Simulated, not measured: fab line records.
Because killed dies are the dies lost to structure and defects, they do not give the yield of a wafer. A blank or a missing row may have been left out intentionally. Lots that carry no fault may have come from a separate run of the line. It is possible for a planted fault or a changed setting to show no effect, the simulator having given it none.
Code-filled problem report in 8D (eight disciplines) form	flow sky130	the parts of the form that need people (team, actions taken, sign-off) are left out

== 1. THE PROBLEM ==
A mean of 53.0 is read at SKY_PAD_OPEN_PROBE_99 for killed_at_M4_up, taken on 1 wafer of 1 lot, against 3.2 (standard deviation 1.8) on wafers free of any fault. Measured from the usual mean, that is +28 standard deviations.
First seen on wafer L617.4, day 48 15:08, on prober-02. The record has a number at this step for 21 wafers belonging to 7 lots. By rule, "out" or "out of limits" means more than 4 standard deviations away from the usual mean. The other wafers with a number count as sound.

== 2. WHAT IT IS, WHAT IT ISN'T ==
question	is	is not
which readings at this step	killed_at_M4_up, sort_bin_3_pad_short	killedAtContacts, killedAtFrontEnd, killedOpen, killedShort, sort_bin_6_memory
which lots	L617	L605, L607, L609, L618, L622, L626
which wafers of those lots	L617.4	L617.2, L617.3
read on which tools	prober-02	prober-01
when	from day 48 15:08	up to then (11 sound wafers); but 9 sound wafers of L618, L622, L626 came after

== 3. THE SUSPECTS, EACH WITH WHAT RULES IT OUT ==
Counting: a tool at a process step up to the reading stays a suspect if it ran every lot that is out. Sound lots after the first of them don't rule it out here, since some wafers of a struck lot are sound.
- cvdW-02 at SKY_VIA2_CVD_21 (deposits W, target thk 420 nm, time 126.4 s): kept. L617, the lot that is out, went through it at day 39 23:13; up to then, the latest sound lot through it was L609 at day 37 12:47.
- rieDiel-04 at SKY_METAL4_ETCH_17 (etches SiO2 in C4F8/O2/Ar, stops on TiN, time 3.9 s, target depth 15 nm): kept. It ran the lot that is out, L617 (day 45 01:26).
- prober-02 at SKY_PAD_OPEN_PROBE_99: kept. L617, the lot that is out, went through it at day 48 15:02; up to then, the latest sound lot through it was L609 at day 46 16:05. Its own killed_at_M4_up, sort_bin_3_pad_short readings are out on those wafers.
- At SKY_METAL4_ETCH_17, inside rieDiel-04: chamber 0 took the wafers that are out, while their sound lot-mates went through chambers 1, 2.
Left after counting: cvdW-02 at SKY_VIA2_CVD_21, rieDiel-04 at SKY_METAL4_ETCH_17, prober-02 at SKY_PAD_OPEN_PROBE_99.

== 4. THE CAUSE (what the simulator had put in) ==
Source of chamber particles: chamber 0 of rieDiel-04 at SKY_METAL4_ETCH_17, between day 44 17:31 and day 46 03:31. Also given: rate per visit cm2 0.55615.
This tool is one of the 3 suspects left after counting.

== 5. SEQUENCE OF EFFECTS, ordered by route ==
One row per reading whose mean, taken over the struck wafers that have a number, lies over 3 standard deviations from the usual. Scope: only readings with a usual standard deviation given in the record; hours: median across lots of the time from each lot's start at the first step in this table that gives one to its start at this step; sigmas: change in usual standard deviations.
hours	step	reading	usual	on struck wafers	change	sigmas
0	SKY_PAD_OPEN_PROBE_99	killed_at_M4_up	3.2	53.0	+49.8	+28
0	SKY_PAD_OPEN_PROBE_99	sort_bin_3_pad_short	0.9 %	2.6	+1.7	+4.0
0	SKY_PAD_OPEN_PROBE_99	sort_bin_5_function	10.0 %	15.4	+5.4	+3.6
The process steps in it:
- SKY_PAD_OPEN_PROBE_99

== 6. WHAT WOULD HAVE CAUGHT IT SOONER ==
First out-of-limits reading in this record: day 48 15:08, which is 94 hours after fault onset at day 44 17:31.
An alarm limit of 4 standard deviations would not have fired on the tool readings at SKY_METAL4_ETCH_17 for which the record gives a usual standard deviation, since none of them was out on any struck wafer.
By day 48 15:08, every lot that is out (1) had started SKY_METAL4_ETCH_17 on rieDiel-04. Tool hold at that time: it would have spared none of them.
